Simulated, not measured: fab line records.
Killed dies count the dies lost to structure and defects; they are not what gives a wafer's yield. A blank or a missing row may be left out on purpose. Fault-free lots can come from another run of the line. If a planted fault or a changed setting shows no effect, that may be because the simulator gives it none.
Which tool was responsible? | flow gf180mcu | 36 wafers from 12 lots sampled at 6 of the route's 602 steps

== WHAT THE GAUGES READ, wafer by wafer ==
GF_HV_LDD_THK_MEAS_57.
lot  | measured     | on            | HV_LDD_CVD_56_THK (nm)
L367 | day 12 04:50 | film_metro-01 | 89.8 90.2 89.1
L368 | day 12 14:11 | film_metro-01 | 88.6 90.3 88.8
L374 | day 15 00:40 | film_metro-03 | 89.4 89.0 89.2
L375 | day 15 05:37 | film_metro-04 | 89.6 89.6 89.5
L376 | day 15 12:27 | film_metro-03 | 89.8 90.1 89.8
L377 | day 15 17:08 | film_metro-04 | 89.5 89.4 90.1
L379 | day 16 11:43 | film_metro-04 | 89.5 89.0 89.0
L386 | day 19 00:36 | film_metro-04 | 90.1 90.6 91.3
L387 | day 19 02:44 | film_metro-03 | 90.8 90.5 90.7
L388 | day 19 15:12 | film_metro-01 | 91.2 91.6 91.3
L389 | day 19 22:47 | film_metro-03 | 88.5 89.1 88.1
L390 | day 20 08:18 | film_metro-03 | 89.8 89.9 89.4

GF_PSD_CD_MEAS_07 targets a cd of 400 nm.
lot  | measured     | on        | cd_nm (nm)
L367 | day 13 22:25 | cd_sem-01 | 400.0 402.5 400.5
L368 | day 14 08:11 | cd_sem-01 | 399.0 398.1 399.6
L374 | day 16 20:17 | cd_sem-01 | 396.7 398.8 396.6
L375 | day 17 02:14 | cd_sem-02 | 397.9 397.7 396.6
L376 | day 17 08:45 | cd_sem-01 | 397.6 398.2 396.7
L377 | day 17 13:58 | cd_sem-01 | 398.9 397.7 399.2
L379 | day 18 09:49 | cd_sem-02 | 402.1 402.9 398.6
L386 | day 21 01:01 | cd_sem-01 | 402.6 402.2 400.6
L387 | day 21 02:14 | cd_sem-01 | 404.5 405.4 403.0
L388 | day 21 15:35 | cd_sem-01 | 401.6 401.7 403.4
L389 | day 21 22:48 | cd_sem-02 | 401.3 400.6 397.5
L390 | day 22 08:52 | cd_sem-01 | 401.2 401.2 402.7

GF_PSD_RS_MEAS_14: measurement is done with a four-point probe.
lot  | measured     | on            | NSD_RS (ohm/sq)
L367 | day 13 23:01 | film_metro-01 | 46.12 46.10 46.13
L368 | day 14 08:47 | film_metro-04 | 46.15 46.20 46.19
L374 | day 16 20:53 | film_metro-02 | 46.03 46.09 46.17
L375 | day 17 02:50 | film_metro-02 | 46.25 46.17 46.15
L376 | day 17 09:21 | film_metro-01 | 48.11 47.95 48.01 47.90 47.93 47.91
L377 | day 17 14:34 | film_metro-04 | 47.92 48.03 48.16 47.92 48.01 47.95
L379 | day 18 10:25 | film_metro-02 | 48.11 48.14 48.04 48.03 48.12 48.03
L386 | day 21 01:37 | film_metro-01 | 46.00 46.07 46.18
L387 | day 21 02:50 | film_metro-04 | 46.35 46.34 46.20
L388 | day 21 16:11 | film_metro-02 | 46.31 46.14 46.22
L389 | day 21 23:27 | film_metro-01 | 46.13 46.13 46.06
L390 | day 22 09:28 | film_metro-04 | 46.19 46.18 46.10

GF_PSD_RS_MEAS_15: measurement is done with a four-point probe.
lot  | measured     | on            | PSD_RS (ohm/sq)
L367 | day 13 23:08 | film_metro-01 | 108.44 108.55 108.66
L368 | day 14 08:54 | film_metro-04 | 109.14 108.65 108.88
L374 | day 16 21:00 | film_metro-02 | 108.63 108.84 108.69
L375 | day 17 02:57 | film_metro-02 | 108.53 108.88 108.70
L376 | day 17 19:19 | film_metro-01 | 117.86 117.96 117.85 117.97 117.91 117.79
L377 | day 17 21:34 | film_metro-04 | 118.06 118.38 118.34 117.85 118.28 118.15
L379 | day 18 13:13 | film_metro-02 | 118.48 118.40 118.31 118.46 118.37 118.23
L386 | day 21 01:44 | film_metro-01 | 108.41 108.52 108.59
L387 | day 21 02:57 | film_metro-04 | 109.26 108.93 109.27
L388 | day 21 16:18 | film_metro-02 | 108.78 108.72 108.96
L389 | day 21 23:34 | film_metro-01 | 108.37 108.49 108.37
L390 | day 22 09:35 | film_metro-04 | 108.65 108.91 108.55

== EACH LOT AND THE TOOL THAT RAN IT (in order: tool; ch and the chambers of the sampled wafers; start) ==
lot  | GF_HV_LDD_ETCHBACK_58              | GF_PSD_RTA_13
L367 | rie_diel-04 ch 0,2,3, day 12 04:54 | rtp_anneal-01 ch 0, day 13 22:56
L368 | rie_diel-02 ch 0,3, day 12 14:14   | rtp_anneal-01 ch 0, day 14 08:41
L374 | rie_diel-02 ch 0,2,3, day 15 00:43 | rtp_anneal-02 ch 0, day 16 20:47
L375 | rie_diel-03 ch 0,3, day 15 05:40   | rtp_anneal-02 ch 0, day 17 02:44
L376 | rie_diel-02 ch 2,3, day 15 12:29   | rtp_anneal-02 ch 0, day 17 09:16
L377 | rie_diel-03 ch 1,2, day 15 17:11   | rtp_anneal-02 ch 0, day 17 14:29
L379 | rie_diel-04 ch 1,3, day 16 11:45   | rtp_anneal-02 ch 0, day 18 10:19
L386 | rie_diel-02 ch 0,1,3, day 19 00:40 | rtp_anneal-02 ch 0, day 21 01:32
L387 | rie_diel-03 ch 0,2,3, day 19 02:47 | rtp_anneal-01 ch 0, day 21 02:44
L388 | rie_diel-02 ch 0,3, day 19 15:15   | rtp_anneal-01 ch 0, day 21 16:05
L389 | rie_diel-03 ch 2,3, day 19 22:50   | rtp_anneal-02 ch 0, day 21 23:22
L390 | rie_diel-02 ch 0,1,2, day 20 08:22 | rtp_anneal-01 ch 0, day 22 09:22
- GF_HV_LDD_ETCHBACK_58: etches Si3N4 in CH3F/O2, stops on SiO2, time 100 s, target depth 90 nm.
- GF_PSD_RTA_13: time 20 s.

== WHAT THE TOOLS THEMSELVES READ (means of the sampled wafers that have a number; where no wafer has one, the mark that the record gives instead) ==
GF_HV_LDD_ETCHBACK_58.
lot  | tool        | drypump_motor_current_A (A) | oes_product_au (a.u.) | throttle_valve_pct (%)
L367 | rie_diel-04 | 5.7                         | 0.848                 | 10.563
L368 | rie_diel-02 | 5.4                         | 0.836                 | 10.569
L374 | rie_diel-02 | 5.6                         | 0.841                 | 10.559
L375 | rie_diel-03 | 5.4                         | 0.839                 | 10.564
L376 | rie_diel-02 | 5.9                         | 0.839                 | 10.554
L377 | rie_diel-03 | 5.9                         | 0.839                 | 10.558
L379 | rie_diel-04 | 5.7                         | 0.843                 | 10.556
L386 | rie_diel-02 | 5.7                         | 0.844                 | 10.555
L387 | rie_diel-03 | 5.6                         | 0.845                 | 10.556
L388 | rie_diel-02 | 5.4                         | 0.845                 | 10.567
L389 | rie_diel-03 | 5.4                         | 0.831                 | 10.555
L390 | rie_diel-02 | 5.6                         | 0.837                 | 10.566

GF_PSD_RTA_13.
lot  | tool          | lamp_power_pct (%) | wafer_temp_C_max
L367 | rtp_anneal-01 | 32.3               | 1030.6
L368 | rtp_anneal-01 | 32.4               | 1030.1
L374 | rtp_anneal-02 | 30.3               | 1029.5
L375 | rtp_anneal-02 | 30.3               | 1028.7
L376 | rtp_anneal-02 | 29.2               | 1013.7
L377 | rtp_anneal-02 | 29.1               | 1013.6
L379 | rtp_anneal-02 | 29.1               | 1013.9
L386 | rtp_anneal-02 | 30.3               | 1028.2
L387 | rtp_anneal-01 | 32.3               | 1029.8
L388 | rtp_anneal-01 | 32.3               | 1030.8
L389 | rtp_anneal-02 | 30.3               | 1028.7
L390 | rtp_anneal-01 | 32.3               | 1029.6

== THE ANSWER, worked out from the rows above alone ==
Rule: the lots themselves supply what counts as usual. The widest of any qualifying gaps counts: lots, ordered by their means at a reading, are off when they make up no more than a third of the lots, leave a main group of 4 or more, and stand apart from it by 3 or more times the standard deviation of that group's means. A main group whose means are all the same, to the digits that the tables above print for the reading, isn't used. Also off: a lot with no number at a reading for which 4 or more lots have one. Where the step has rows for the other lots, those lots are counted as sound. Order of review: gauges by route order, followed by the tools' own readings, for which a lot's mean as printed above is used. The first step at which some lot is off is used, and at that step the reading that is off furthest; a lot without a number counts as furthest.
Off: L376, L377, L379, seen at GF_PSD_RS_MEAS_14 (NSD_RS). The main group: mean 46.16 ohm/sq, standard deviation 0.065.
If a tool, at a process step before that reading, ran all the lots that are off and no sound lot after the first of them, it fits. Not tried: the gauges at GF_PSD_RS_MEAS_14; whatever is off there is also off at GF_PSD_RTA_13, on other tools, and gauge error can't account for it. Of those tried, none fits.

== WHAT THE SIMULATOR PUT IN ==
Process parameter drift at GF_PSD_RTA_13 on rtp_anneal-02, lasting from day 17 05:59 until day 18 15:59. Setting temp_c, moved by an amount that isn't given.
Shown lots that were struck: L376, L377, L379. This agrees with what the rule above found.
